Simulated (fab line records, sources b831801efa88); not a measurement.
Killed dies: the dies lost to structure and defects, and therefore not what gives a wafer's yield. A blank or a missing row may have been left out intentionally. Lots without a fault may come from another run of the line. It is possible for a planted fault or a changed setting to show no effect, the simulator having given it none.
Struck lot and sound lot, side by side :: flow sky130 :: 15 out of 708 route steps
Sound: these wafers, L521.1, L521.5, L521.6. Wafers L532.1, L532.4, L532.5 were the ones struck. The cause is given at the end.
Order at every step that has rows: each side's tool, ch and its chambers, its first start. Under that, the readings that differ: sound wafers :: struck wafers :: difference of the means :: sigmas: that difference in standard deviations of wafers without a fault.
alike: readings whose means differ by less than 2 such deviations, and words and numbers that are the same on both sides. not compared: withheld readings, readings that some wafer has no value for, bounds like >300 that may hide the same value, and numbers for which the record gives no deviation and whose values overlap.
The two part at a step that has a row with sigmas, a row that says differs or no value, or rows on one side only. When numbers do not overlap yet have no deviation, they are printed without sigmas and do not part them. A reading that every wafer of one side lacks parts them only if that side has two wafers or more.

SKY_CONTACT_STRIP_19: strips in O2/N2.
  sound on plasma-asher-03 ch 0,1, day 31 20:44; struck on plasma-asher-03 ch 0,1, day 35 17:43
  alike: drypump-motor-current-A, oes-product-au, strip-time-to-endpoint-s
  not compared: rf-hours-counter-h
then, 3 steps without rows for these wafers: SKY_CONTACT_STRIP_20 (strips in post etch residue remover, time 1200 s); SKY_CONTACT_CLEAN_21 (cleans in IPA, time 180 s); SKY_CONTACT_CLEAN_22 (cleans in O3/DIW).
SKY_CONTACT_SPUTTER_23: material TiN, target thk 20 nm, time 80 s.
  sound on pvd-sputter-04, day 31 21:20; struck on pvd-sputter-01, day 35 18:19
  alike: throttle-valve-pct
then, 1 step without rows for these wafers: SKY_CONTACT_CVD_24 (deposits W, target thk 340 nm, time 102.12 s).
SKY_CONTACT_RS_MEAS_25: measures by four-point-probe.
  sound on film-metro-04, day 31 21:31; struck on film-metro-02, day 35 18:29
  alike: CONTACT_W_RS
SKY_CONTACT_THK_MEAS_26: measures by xrf.
  sound on film-metro-04, day 31 21:38; struck on film-metro-02, day 35 18:36
  alike: CONTACT_W_THK
then, 1 step without rows for these wafers: SKY_CONTACT_CMP_27 (polishes, stops on SiO2, t overpolish 15 s, target thk 0 nm).
SKY_METAL1_SPUTTER_00: material Ti, target thk 15 nm, time 10 s.
  sound on pvd-sputter-03, day 31 21:59; struck on pvd-sputter-02, day 35 18:58
  alike: throttle-valve-pct
then, 1 step without rows for these wafers: SKY_METAL1_SPUTTER_01 (material TiN, target thk 20 nm, time 16.7 s).
SKY_METAL1_SPUTTER_02: material AlCu, target thk 250 nm, time 13.3 s.
  sound on pvd-sputter-03, day 31 22:02; struck on pvd-sputter-02, day 35 19:01
  alike: throttle-valve-pct
SKY_METAL1_SPUTTER_03: material Ti, target thk 5 nm, time 3.3 s.
  sound on pvd-sputter-03, day 31 22:04; struck on pvd-sputter-02, day 35 19:02
reading: model.Ti_of_METAL1_SPUTTER_03.thk-nm (nm)
sound: 5.083 5.006 4.986
struck: 3.137 3.176 3.205
difference: -1.852
sigmas: 
  alike: throttle-valve-pct
SKY_METAL1_SPUTTER_04: material TiN, target thk 70 nm, time 58.3 s.
  sound on pvd-sputter-03, day 31 22:05; struck on pvd-sputter-02, day 35 19:03
  alike: throttle-valve-pct
-- the record jumps here: 13 days lie between the struck wafers' starts before and after (it left off in module METAL1 and takes up again in module PAD_OPEN, whose first step shown is number 708 of the route) --
SKY_PAD_OPEN_PROBE_99:
  sound on prober-02, day 45 22:56; struck on prober-02, day 48 22:22
  alike: defect-limited-yield, killed_at_M0_to_M3, killed_at_M4_up, killed-at-contacts, killed-at-front-end, killed-at-other, killed-dies, killed-open, killed-short, sort_bin_3_pad_short, sort_bin_5_function, sort_bin_6_memory, sort-n-pass, sort-yield-pct
  not compared: model.etest.met1.rs-ohm-sq

WHERE THEY PART
Nowhere in this record.

WHY: what had been put in by the simulator
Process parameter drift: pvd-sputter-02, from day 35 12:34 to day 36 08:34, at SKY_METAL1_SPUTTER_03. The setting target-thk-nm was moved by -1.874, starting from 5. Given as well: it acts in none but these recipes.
